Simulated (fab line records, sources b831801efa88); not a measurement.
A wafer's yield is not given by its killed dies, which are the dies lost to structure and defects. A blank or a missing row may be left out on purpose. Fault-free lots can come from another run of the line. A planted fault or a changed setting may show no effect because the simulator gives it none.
fab line records	flow sky130
[record] lots = 5	wafers = 15	last-day = 50
route steps=708 shown POLY_CUT@312 SD_P@320 PAD_OPEN@708
lots that met no fault: from a run of the same line without faults
start-h: start of the lot's first displayed wafer, in hours after the record's first day	wait-h: hours elapsed since this lot's preceding step	" unchanged from the row above	L1.1+2: one row covering several wafers at once	- no value, or no start given	* or withheld: withheld	< > ~ a bound
route shown NAME@n: a module of which the file shows steps, and the number in the route of the first	usual: mean and standard deviation over wafers with no fault	same: alike in all rows	chamber/n: place in a boat	sites: per-site readings	_std_site: the values' standard deviation	_edge_site: mean of outer sites minus mean of inner sites	radius-mm: how far each site lies from the wafer's centre	mask NAME#n: copy n	behind: tool/chamber where the wafer was last shaped	hold: cause of the lot's hold/its duration in hours/its outcome	device: names the non-switching transistor (n, p or np)	end of line: the route-end tests of the same wafers	for a step that has no rows: nothing shown but its recipe	killed: count of dies lost to structure and defects at first sort (not the wafer's yield)	map: the dies of a wafer, with x for killed, . for not killed, _ for no die there
set.NAME: the setting the step ran with; set.NAME@STEP: the setting that earlier step ran with	model.NAME: the simulator's own value behind a step, which no gauge read
a table for each step, a row for each wafer; lots at some steps of the route
services: the hour from which a tool's chamber was out of use, counted from the record's first day as start-h (under 0 if before that day), plus the number of hours and why
[[steps]]
[step SKY_POLY_CUT_EXPOSE_05]
[recipe] mask-id = NPCM	na = 0.8	source-shape = annular	sigma-inner = 0.55	sigma-outer = 0.85	target-cd-nm = 270	dose-mj = 32
[step SKY_POLY_CUT_PEB_06]
[recipe] peb-temp-c = withheld	peb-time-s = withheld	resist = KrF-thick
[step SKY_POLY_CUT_DEVELOP_07]
[recipe] develop-time-s = 60	resist = KrF-thick	dev-temp-c = 21
[step SKY_POLY_CUT_CD_MEAS_08]
[recipe] target-cd-nm = 270
[usual] cd-nm = 270.3/1.3
lot.wafer	tool	chamber	start-h	wait-h	cd-nm
L492.2	cd-sem-01	-	560.41	-	270.1
L492.3	"	-	"	"	270.4
L492.4	"	-	"	"	270.6
L496.2	cd-sem-01	-	587.05	-	268.6
L496.3	"	-	"	"	271.0
L496.4	"	-	"	"	269.6
L497.1	cd-sem-02	-	594.89	-	271.2
L497.4	"	-	"	"	271.6
L497.5	"	-	"	"	268.7
L513.1	cd-sem-01	-	728.04	-	270.5
L513.3	"	-	"	"	271.9
L513.5	"	-	"	"	270.2
L515.1	cd-sem-02	-	746.09	-	270.0
L515.2	"	-	"	"	270.1
L515.4	"	-	"	"	269.8
[step SKY_POLY_CUT_OVL_MEAS_09]
[usual] POLY_CUT_OVL = 0/5.1
lot.wafer	tool	chamber	start-h	wait-h	POLY_CUT_OVL[nm]
L492.2	overlay-02	-	560.51	0.1	-3
L492.3	"	-	"	"	-7
L492.4	"	-	"	"	0
L496.2	overlay-02	-	587.15	0.1	-6
L496.3	"	-	"	"	-2
L496.4	"	-	"	"	-7
L497.1	overlay-01	-	595.01	0.1	-7
L497.4	"	-	"	"	-11
L497.5	"	-	"	"	-9
L513.1	overlay-01	-	728.16	0.1	2
L513.3	"	-	"	"	0
L513.5	"	-	"	"	0
L515.1	overlay-01	-	746.21	0.1	5
L515.2	"	-	"	"	7
L515.4	"	-	"	"	4
[step SKY_POLY_CUT_ETCH_10]
[recipe] chemistry = N2/H2	target = BARC	ion-energy-ev = 200	source-w = 500	bias-w = 100	pressure-mtorr = 30	n2-flow-sccm = 100	h2-flow-sccm = 200	stop-on = SiO2	time-s = 45.9	target-depth-a = 600
[usual] drypump-motor-current-A = 5.7/0.44	oes-product-au = 0.851/0.0046	rf-fwd-power-W = 495.3/2	throttle-valve-pct = 13.224/0.0088
[same] time-s = 45.9
lot.wafer	tool	chamber	start-h	wait-h	drypump-motor-current-A	oes-product-au	rf-fwd-power-W	rf-hours-counter-h	throttle-valve-pct
L492.2	rie-diel-02	1	560.54	0.0	6.1	0.857	496.4	68	13.222
L492.3	"	2	"	"	5.4	0.843	493.9	2	13.224
L492.4	"	0	"	"	6.0	0.852	497.5	7	13.224
L496.2	rie-diel-04	2	587.18	0.0	4.9	0.849	491.2	9	13.227
L496.3	"	0	"	"	6.6	0.849	493.4	68	13.231
L496.4	"	1	"	"	5.3	0.851	498.5	46	13.217
L497.1	rie-diel-02	0	595.04	0.0	6.1	0.859	496.7	8	13.227
L497.4	"	1	"	"	6.1	0.847	491.9	69	13.218
L497.5	"	0	"	"	6.0	0.847	496.4	-	13.221
L513.1	rie-diel-02	2	728.19	0.0	5.4	0.849	496.1	4	13.238
L513.3	"	1	"	"	6.1	0.851	495.9	1	13.224
L513.5	"	1	"	"	6.1	0.846	495.8	-	13.228
L515.1	rie-diel-03	0	746.24	0.0	5.9	0.849	494.8	5	13.227
L515.2	"	3	"	"	5.5	0.846	493.2	1	13.229
L515.4	"	2	"	"	5.5	0.857	494.3	41	13.217
[step SKY_POLY_CUT_ETCH_11]
[recipe] target = Si3N4	chemistry = CF4/CH2F2/Ar	stop-on = poly-Si	source-w = 600	bias-w = 150	pressure-mtorr = 40	cf4-flow-sccm = 40	ch2f2-flow-sccm = 20	Ar_flow_sccm = 150	time-s = 42.5	target-depth-a = 600
[usual] ch2f2-flow-sccm = 20.00/0.056	drypump-motor-current-A = 5.7/0.44	oes-product-au = 0.831/0.0069	rf-fwd-power-W = 594.0/2.8	throttle-valve-pct = 14.994/0.0096
[same] time-s = 42.5
lot.wafer	tool	chamber	start-h	wait-h	ch2f2-flow-sccm	drypump-motor-current-A	oes-product-au	rf-fwd-power-W	rf-hours-counter-h	throttle-valve-pct
L492.2	rie-diel-02	1	560.59	0.0	20.05	6.1	0.834	590.8	68	14.992
L492.3	"	2	"	"	20.02	5.4	0.842	591.5	2	14.986
L492.4	"	0	"	"	20.03	6.0	0.831	596.7	7	14.991
L496.2	rie-diel-04	2	587.22	0.0	19.91	4.8	0.826	593.7	9	15.014
L496.3	"	0	"	"	20.07	6.6	0.823	588.5	68	15.005
L496.4	"	1	"	"	19.97	5.3	0.817	595.0	46	14.996
L497.1	rie-diel-02	0	595.09	0.0	20.07	6.0	0.841	596.5	8	14.998
L497.4	"	1	"	"	20.02	6.1	0.833	588.6	69	15.014
L497.5	"	0	"	"	20.03	6.0	0.828	598.7	-	14.990
L513.1	rie-diel-02	2	728.24	0.0	19.96	5.5	0.836	593.7	4	14.995
L513.3	"	1	"	"	20.05	6.1	0.842	589.0	1	14.997
L513.5	"	1	"	"	20.09	6.1	0.841	592.2	-	14.990
L515.1	rie-diel-03	0	746.29	0.0	20.04	5.9	0.832	595.1	5	14.990
L515.2	"	3	"	"	20.01	5.5	0.820	593.4	1	14.996
L515.4	"	2	"	"	19.98	5.5	0.827	590.0	41	15.000
[step SKY_POLY_CUT_STRIP_12]
[recipe] chemistry = O2/N2	power-w = 1400	pressure-mtorr = 1500	platen-temp-c = withheld	o2-flow-sccm = 3000	n2-flow-sccm = 300	overash-fraction = 0.5
[usual] drypump-motor-current-A = 5.36/0.21	oes-product-au = 0.452/0.0045	strip-time-to-endpoint-s = 5.343/0.015
lot.wafer	tool	chamber	start-h	wait-h	drypump-motor-current-A	oes-product-au	rf-hours-counter-h	strip-time-to-endpoint-s
L492.2	plasma-asher-02	1	560.63	0.0	5.48	0.445	80	5.326
L492.3	"	1	"	"	5.48	0.453	-	5.366
L492.4	"	0	"	"	5.64	0.452	-	5.327
L496.2	plasma-asher-02	1	587.26	0.0	5.51	0.446	80	5.329
L496.3	"	1	"	"	5.48	0.456	-	5.357
L496.4	"	0	"	"	5.60	0.456	-	5.329
L497.1	plasma-asher-01	1	595.13	0.0	5.44	0.449	48	5.324
L497.4	"	1	"	"	5.46	0.454	-	5.318
L497.5	"	1	"	"	5.49	0.447	-	5.328
L513.1	plasma-asher-04	0	728.28	0.0	5.36	0.444	94	5.336
L513.3	"	1	"	"	5.00	0.454	-	5.339
L513.5	"	1	"	"	4.99	0.453	-	5.340
L515.1	plasma-asher-04	0	746.33	0.0	5.35	0.461	96	5.361
L515.2	"	1	"	"	4.98	0.449	96	5.338
L515.4	"	1	"	"	4.98	0.452	-	5.356
[step SKY_SD_P_DEHYDRATE_00]
[recipe] temp-c = 200	time-s = 60
[step SKY_SD_P_HMDS_01]
[recipe] prime-time-s = 60	prime-temp-c = 120
[step SKY_SD_P_COAT_02]
[recipe] resist = NOVOLAK	spin-rpm = 3000	resist-thk-nm = 1140
[step SKY_SD_P_SOFTBAKE_03]
[recipe] temp-c = 90	time-s = 60	resist = NOVOLAK
[step SKY_SD_P_EXPOSE_04]
[recipe] mask-id = PSDM	na = 0.6	source-shape = conventional	sigma-outer = 0.6	polarization = unpolarized	target-cd-nm = 380	dose-mj = 138
lot.wafer	tool	chamber	start-h	wait-h	mask
L492.2+3+4	iline-stepper-01	0	575.36	-	PSDM#0
L496.2+3+4	iline-stepper-02	0	602.88	-	PSDM_R1#0
L497.1+4+5	iline-stepper-01	0	609.91	-	PSDM#0
L513.1+3+5	iline-stepper-02	0	742.31	-	PSDM#0
L515.1+2+4	iline-stepper-01	0	760.02	-	PSDM#0
[step SKY_SD_P_PEB_05]
[recipe] temp-c = withheld	time-s = *	resist = NOVOLAK
[step SKY_SD_P_DEVELOP_06]
[recipe] resist = NOVOLAK	developer = TMAH	develop-time-s = 60	dev-temp-c = 23
[step SKY_SD_P_CD_MEAS_07]
[recipe] target-cd-nm = 380
[usual] cd-nm = 379.2/3
lot.wafer	tool	chamber	start-h	wait-h	cd-nm
L492.2	cd-sem-02	-	590.27	0.2	382.0
L492.3	"	-	"	"	379.6
L492.4	"	-	"	"	381.7
L496.2	cd-sem-02	-	616.95	0.1	403.3
L496.3	"	-	"	"	402.6
L496.4	"	-	"	"	402.4
L497.1	cd-sem-02	-	624.14	0.1	379.8
L497.4	"	-	"	"	381.1
L497.5	"	-	"	"	380.0
L513.1	cd-sem-01	-	755.65	0.1	375.4
L513.3	"	-	"	"	375.8
L513.5	"	-	"	"	375.3
L515.1	cd-sem-01	-	773.50	0.1	373.3
L515.2	"	-	"	"	372.2
L515.4	"	-	"	"	375.0
[step SKY_SD_P_OVL_MEAS_08]
[usual] SD_P_OVL = -0.9/1.2
lot.wafer	tool	chamber	start-h	wait-h	SD_P_OVL[nm]
L492.2	overlay-02	-	590.37	0.1	0.9
L492.3	"	-	"	"	-1.0
L492.4	"	-	"	"	0.8
L496.2	overlay-02	-	617.05	0.1	-1.9
L496.3	"	-	"	"	-1.0
L496.4	"	-	"	"	-2.3
L497.1	overlay-01	-	624.26	0.1	-1.9
L497.4	"	-	"	"	-1.0
L497.5	"	-	"	"	-1.5
L513.1	overlay-01	-	755.77	0.1	-1.5
L513.3	"	-	"	"	-1.4
L513.5	"	-	"	"	-0.3
L515.1	overlay-02	-	773.62	0.1	-2.8
L515.2	"	-	"	"	-2.8
L515.4	"	-	"	"	-1.5
[step SKY_PAD_OPEN_PROBE_99]
[usual] killed_at_M0_to_M3 = 42/6.7	killed_at_M4_up = 3.4/2	killed-at-contacts = 24/5.1	killed-at-front-end = 14/4.2	killed-at-other = 0.2/0.49	killed-dies = 84/8.4	killed-open = 46/7	killed-short = 39/5.8
[same] gross-dies = 492	killed-at-back-side = 0
lot.wafer	tool	chamber	start-h	wait-h	killed_at_M0_to_M3	killed_at_M4_up	killed-at-contacts	killed-at-front-end	killed-at-other	killed-dies	killed-open	killed-short
L492.2	prober-01	-	1080.96	0.1	36	7	22	17	0	82	40	42
L492.3	prober-01	-	1081.01	0.2	42	5	26	10	0	83	42	41
L492.4	prober-01	-	1081.06	0.2	36	2	18	11	0	67	38	29
L496.2	prober-01	-	1096.87	0.1	36	2	23	15	0	76	34	42
L496.3	prober-01	-	1096.92	0.2	41	1	26	14	1	83	57	26
L496.4	prober-01	-	1096.97	0.2	45	4	22	14	1	86	45	41
L497.1	prober-02	-	1105.61	0.1	40	3	20	11	0	74	41	33
L497.4	prober-02	-	1105.76	0.2	27	6	27	17	1	78	50	28
L497.5	prober-02	-	1105.81	0.2	39	5	25	7	0	76	45	31
L513.1	prober-02	-	1190.77	0.1	50	2	23	16	1	92	51	41
L513.3	prober-02	-	1190.87	0.2	48	3	28	10	0	89	45	44
L513.5	prober-02	-	1190.97	0.2	57	5	29	13	0	104	58	46
L515.1	prober-01	-	1207.42	0.1	40	9	25	12	0	86	40	46
L515.2	prober-01	-	1207.47	0.1	53	2	29	14	0	98	55	43
L515.4	prober-01	-	1207.57	0.2	45	2	23	11	0	81	50	31
// killed by level:class
L492.2 CONTACT:geometric-particle:open=9 VIA3:geometric-particle:open=9 FIELD_ISO:geometric-particle:open=6 METAL4:geometric-particle:short=6 METAL1:geometric-particle:short=6 LI_CONTACT:geometric-particle:open=5 LOCAL_INTERCONNECT:geometric-particle:short=5 VIA1:geometric-particle:short=4
L492.3 CONTACT:geometric-particle:short=10 CONTACT:geometric-particle:open=9 VIA1:geometric-particle:open=9 METAL1:geometric-particle:short=7 LI_CONTACT:geometric-particle:open=4 METAL2:geometric-particle:short=4 VIA2:geometric-particle:short=4 VIA2:geometric-particle:open=4
L492.4 VIA1:geometric-particle:open=11 CONTACT:geometric-particle:open=6 METAL3:geometric-particle:short=6 LI_CONTACT:geometric-particle:open=5 VIA2:geometric-particle:open=5 FIELD_ISO:geometric-particle:short=4 VIA1:geometric-particle:short=4 CONTACT:geometric-particle:short=3
L496.2 METAL2:geometric-particle:short=8 VIA3:geometric-particle:open=8 CONTACT:geometric-particle:short=8 VIA1:geometric-particle:open=6 LI_CONTACT:geometric-particle:short=6 POLY_GATE:geometric-particle:short=5 LI_CONTACT:geometric-particle:open=5 VIA2:geometric-particle:open=4
L496.3 CONTACT:geometric-particle:open=10 LI_CONTACT:geometric-particle:open=8 VIA3:geometric-particle:open=8 VIA1:geometric-particle:open=7 VIA2:geometric-particle:open=7 POLY_GATE:geometric-particle:open=6 METAL2:geometric-particle:short=5 VIA1:geometric-particle:short=4
L496.4 VIA1:geometric-particle:open=12 VIA3:geometric-particle:open=10 CONTACT:geometric-particle:open=9 METAL2:geometric-particle:short=8 POLY_GATE:geometric-particle:short=6 FIELD_ISO:geometric-particle:open=4 LOCAL_INTERCONNECT:geometric-particle:short=4 METAL1:geometric-particle:short=4
L497.1 VIA3:geometric-particle:open=9 VIA1:geometric-particle:open=8 CONTACT:geometric-particle:open=6 METAL1:geometric-particle:short=5 LI_CONTACT:geometric-particle:open=5 VIA1:geometric-particle:short=5 POLY_GATE:geometric-particle:short=4 LOCAL_INTERCONNECT:geometric-particle:short=4
L497.4 CONTACT:geometric-particle:open=11 LI_CONTACT:geometric-particle:open=7 VIA1:geometric-particle:open=7 FIELD_ISO:geometric-particle:open=6 POLY_GATE:geometric-particle:open=5 METAL4:geometric-particle:short=4 LOCAL_INTERCONNECT:geometric-particle:short=4 VIA2:geometric-particle:open=4
L497.5 VIA2:geometric-particle:open=11 CONTACT:geometric-particle:open=9 LI_CONTACT:geometric-particle:open=8 VIA1:geometric-particle:short=8 VIA3:geometric-particle:open=5 METAL4:geometric-particle:short=5 VIA3:geometric-particle:short=4 VIA1:geometric-particle:open=4
L513.1 VIA1:geometric-particle:open=12 VIA3:geometric-particle:open=11 FIELD_ISO:geometric-particle:short=8 VIA2:geometric-particle:open=8 CONTACT:geometric-particle:short=7 METAL1:geometric-particle:short=6 LI_CONTACT:geometric-particle:open=5 CONTACT:geometric-particle:open=5
L513.3 CONTACT:geometric-particle:open=11 VIA1:geometric-particle:open=9 LI_CONTACT:geometric-particle:open=8 METAL3:geometric-particle:short=7 METAL1:geometric-particle:short=6 METAL2:geometric-particle:short=6 VIA2:geometric-particle:short=5 VIA2:geometric-particle:open=5
L513.5 VIA1:geometric-particle:open=11 LI_CONTACT:geometric-particle:open=10 METAL1:geometric-particle:short=10 VIA2:geometric-particle:open=10 VIA3:geometric-particle:open=8 LOCAL_INTERCONNECT:geometric-particle:short=7 CONTACT:geometric-particle:open=6 METAL2:geometric-particle:short=6
L515.1 METAL4:geometric-particle:short=9 LI_CONTACT:geometric-particle:open=8 CONTACT:geometric-particle:short=8 METAL2:geometric-particle:short=8 CONTACT:geometric-particle:open=6 METAL1:geometric-particle:open=6 METAL1:geometric-particle:short=4 VIA1:geometric-particle:open=4
L515.2 VIA1:geometric-particle:open=12 CONTACT:geometric-particle:open=10 LI_CONTACT:geometric-particle:open=8 METAL1:geometric-particle:short=7 VIA3:geometric-particle:open=7 POLY_GATE:geometric-particle:short=5 CONTACT:geometric-particle:short=5 METAL2:geometric-particle:short=5
L515.4 VIA1:geometric-particle:open=13 CONTACT:geometric-particle:open=10 LI_CONTACT:geometric-particle:open=7 VIA1:geometric-particle:short=5 VIA2:geometric-particle:open=5 FIELD_ISO:geometric-particle:open=4 VIA3:geometric-particle:open=4 METAL1:geometric-particle:short=4
[[services]]
tool	chamber	start-h	hours	kind
rie-diel-02	3	537.01	-	clean
rie-diel-03	2	551.39	2.1	repair
rie-diel-04	2	555.67	10.1	repair
plasma-asher-02	-	561.19	24.3	repair
plasma-asher-02	-	561.22	2.3	repair
rie-diel-02	-	576.39	4.3	pm
rie-diel-02	1	600.05	9.9	repair
plasma-asher-01	-	616.12	4.0	pm
iline-stepper-02	-	630.37	4.4	pm
rie-diel-02	0	633.68	8.9	repair
rie-diel-02	2	635.00	5.5	repair
iline-stepper-02	-	644.96	6.5	repair
rie-diel-03	1	649.77	10.2	repair
rie-diel-02	-	664.75	15.6	pm
iline-stepper-02	-	666.84	1.7	pm
plasma-asher-02	-	691.14	0.9	repair
rie-diel-02	-	698.69	28.1	pm
rie-diel-03	1	702.83	3.2	repair
plasma-asher-01	-	717.59	0.9	repair
plasma-asher-02	-	733.75	9.0	pm
iline-stepper-01	-	735.40	1.7	pm
plasma-asher-04	-	754.59	1.5	repair
rie-diel-03	-	757.38	1.6	repair
plasma-asher-02	-	757.77	2.8	pm
[[key]]
[first-sign] step = SKY_SD_P_EXPOSE_04	reading = mask	direction = changed
[effect] step = SKY_SD_P_CD_MEAS_07	reading = cd-nm	direction = up	sigmas = 7.9	usual = 379.2	struck = 402.8
met-at SKY_SD_P_EXPOSE_04
struck-wafers L496.2,L496.3,L496.4
tester-left-out L496
[fault] kind = wrong-mask	tool = any	chamber = -	onset-h = 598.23	steps = SKY_SD_P_EXPOSE_04	aux-copy = PSDM_R1#0	cd-offset-nm = 27	scope = struck-lots-only
// tester-left-out: of these lots the tester's yield and bins aren't shown, on N5 and GAA mostly nor the transistor test; their killed dies are dies lost to structure and defects alone, not to doping, threshold or leakage, so they don't give the yield
